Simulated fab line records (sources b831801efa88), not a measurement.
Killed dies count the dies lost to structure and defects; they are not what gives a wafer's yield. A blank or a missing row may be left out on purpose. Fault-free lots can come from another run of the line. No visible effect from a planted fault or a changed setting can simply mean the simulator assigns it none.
Chamber matching | flow gf180mcu | GF_V4_ETCH_16 on rie-diel-03 has 4 sister chambers
The step etches BARC in N2/H2. 14 wafers are shown with their chamber, then 7 later ones without.

EACH WAFER AND ITS CHAMBER
wafer  | chamber | drypump-motor-current-A (A) | oes-product-au (a.u.) | throttle-valve-pct (%)
L918.2 | 2       | 6.4                         | 0.852                 | 13.211
L918.4 | 3       | 5.6                         | 0.851                 | 13.228
L918.5 | 0       | 5.9                         | 0.851                 | 13.215
L919.1 | 3       | 5.6                         | 0.859                 | 13.229
L919.2 | 2       | 6.4                         | 0.852                 | 13.240
L919.3 | 1       | 6.5                         | 0.849                 | 13.232
L922.2 | 2       | 6.4                         | 0.851                 | 13.242
L922.3 | 3       | 5.6                         | 0.857                 | 13.230
L922.5 | 3       | 5.6                         | 0.857                 | 13.220
L931.1 | 2       | 6.3                         | 0.854                 | 13.222
L931.4 | 0       | 5.9                         | 0.854                 | 13.240
L931.6 | 0       | 5.8                         | 0.855                 | 13.221
L932.2 | 1       | 6.5                         | 0.862                 | 13.211
L932.4 | 3       | 5.6                         | 0.858                 | 13.227

SIGNATURES, as means of the wafers listed above
reading                 | chamber 0 | chamber 1 | chamber 2 | chamber 3 | scatter within a chamber
drypump-motor-current-A | 5.867     | 6.500     | 6.375     | 5.600     | 0.0376
oes-product-au          | 0.85333   | 0.85550   | 0.85225   | 0.85640   | 0.0037
throttle-valve-pct      | 13.22533  | 13.22150  | 13.22875  | 13.22680  | 0.0113
Rule: distance of a wafer from a chamber = root of the sum over the readings of ((wafer's reading minus chamber's mean) / reading's scatter) squared. The wafer belongs to the nearest chamber; if the next one is less than 2 further off, it can't be placed. How the scatter is found: for the shown wafers, subtract from each reading the mean of its chamber, square and add these, divide the total by (wafers less chambers), then take the root.

WAFERS WITHOUT THEIR CHAMBER
wafer  | drypump-motor-current-A (A) | oes-product-au (a.u.) | throttle-valve-pct (%)
L932.6 | 5.9                         | 0.849                 | 13.234
L936.2 | 6.4                         | 0.853                 | 13.217
L936.3 | 5.6                         | 0.861                 | 13.230
L936.4 | 5.8                         | 0.862                 | 13.233
L937.2 | 5.8                         | 0.854                 | 13.227
L937.4 | 6.4                         | 0.862                 | 13.232
L937.5 | 6.5                         | 0.857                 | 13.230

EACH ONE'S CHAMBER
wafer  | from the rows above     | in truth
L932.6 | 0                       | 0
L936.2 | can't be placed: 2 or 1 | 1
L936.3 | 3                       | 3
L936.4 | 0                       | 0
L937.2 | 0                       | 0
L937.4 | can't be placed: 2 or 1 | 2
L937.5 | 1                       | 1
Correctly placed: 5 of 7. Can't be placed from these rows: 2 (the true chamber is among the candidates in 2). 0 placed wrongly.
